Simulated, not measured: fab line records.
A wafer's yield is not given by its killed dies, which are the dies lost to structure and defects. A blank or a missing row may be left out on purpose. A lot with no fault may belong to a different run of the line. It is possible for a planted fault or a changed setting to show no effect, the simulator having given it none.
Chamber matching -- flow sky130 -- SKY_CAP2M_CVD_00 on pecvd-04 has 3 sister chambers
The step deposits SiO2, target thk 15.5 nm. 3 wafers are shown with their chamber, then 9 later ones without.

## EACH WAFER AND ITS CHAMBER
wafer,chamber,heaterPowerW (W)
L083.5,1,668
L085.5,0,715
L085.6,2,664

## WAFERS MISSING THEIR CHAMBER
wafer,heaterPowerW (W)
L090.2,611
L090.3,637
L090.5,625
L096.1,655
L096.3,632
L096.4,659
L097.1,634
L097.3,663
L097.4,637

## THE CHAMBER EACH PASSED THROUGH
wafer,from the rows above,in truth
L090.2,can't be placed: 2 or 1 or 0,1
L090.3,can't be placed: 2 or 1 or 0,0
L090.5,can't be placed: 2 or 1 or 0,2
L096.1,can't be placed: 2 or 1 or 0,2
L096.3,can't be placed: 2 or 1 or 0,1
L096.4,can't be placed: 2 or 1 or 0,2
L097.1,can't be placed: 2 or 1 or 0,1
L097.3,can't be placed: 2 or 1 or 0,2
L097.4,can't be placed: 2 or 1 or 0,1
Correct placement for 0 of the 9. Can't be placed from these rows: 9 (the true chamber is among the candidates in 9). 0 placed wrongly.
How it was worked out, from the rows above alone: a wafer's distance from a chamber is the root of the sum, over the readings, of the square of ((its reading less the chamber's mean) divided by the reading's scatter). If the next closest chamber is less than 2 further off than the closest, the wafer can't be placed; otherwise it belongs to the closest. The mean given for a chamber averages the wafers shown for that chamber. The scatter: with one shown wafer a chamber, the root of the mean of the squares of how far each hidden wafer lies from its nearest shown one.
